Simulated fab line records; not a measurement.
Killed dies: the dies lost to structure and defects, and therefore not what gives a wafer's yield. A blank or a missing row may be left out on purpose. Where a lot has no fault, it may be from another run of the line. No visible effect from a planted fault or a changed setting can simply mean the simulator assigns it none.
Matching of chambers    flow sky130    4 sister chambers for SKY_CONTACT_CMP_04 on cmp-01
The step polishes SiO2. 4 wafers are shown with their chamber, then 9 later ones without.

== WAFERS, EACH WITH ITS CHAMBER ==
wafer   chamber  motor-current-A (A)
L111.1  0        13.4
L116.2  2        13.1
L116.4  1        11.8
L116.5  3        11.5

== WAFERS WHOSE CHAMBER IS MISSING ==
wafer   motor-current-A (A)
L121.1  11.7
L121.3  11.9
L121.4  13.0
L122.4  12.8
L122.5  13.3
L122.6  11.9
L123.1  13.4
L123.3  11.9
L123.4  11.7

== WHICH CHAMBER EACH WENT THROUGH ==
wafer    from the rows above       in truth
L121.1   can't be placed: 1 or 3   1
L121.3   1                         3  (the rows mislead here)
L121.4   2                         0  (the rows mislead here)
L122.4   2                         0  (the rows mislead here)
L122.5   can't be placed: 0 or 2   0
L122.6   1                         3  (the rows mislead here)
L123.1   0                         0
L123.3   1                         1
L123.4   can't be placed: 1 or 3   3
Placed correctly: 2 of 9. Not placeable from these rows: 3 (in 3, the candidates include the true chamber). Placed wrongly: 4.
How it was worked out, from the rows above alone: a wafer's distance from a chamber is the root of the sum, over the readings, of the square of ((its reading less the chamber's mean) divided by the reading's scatter). If the next closest chamber is less than 2 further off than the closest, the wafer can't be placed; otherwise it belongs to the closest. A chamber's mean is the mean of its shown wafers. The scatter: root of mean squared gap, hidden wafer to nearest shown wafer, with one shown wafer a chamber.
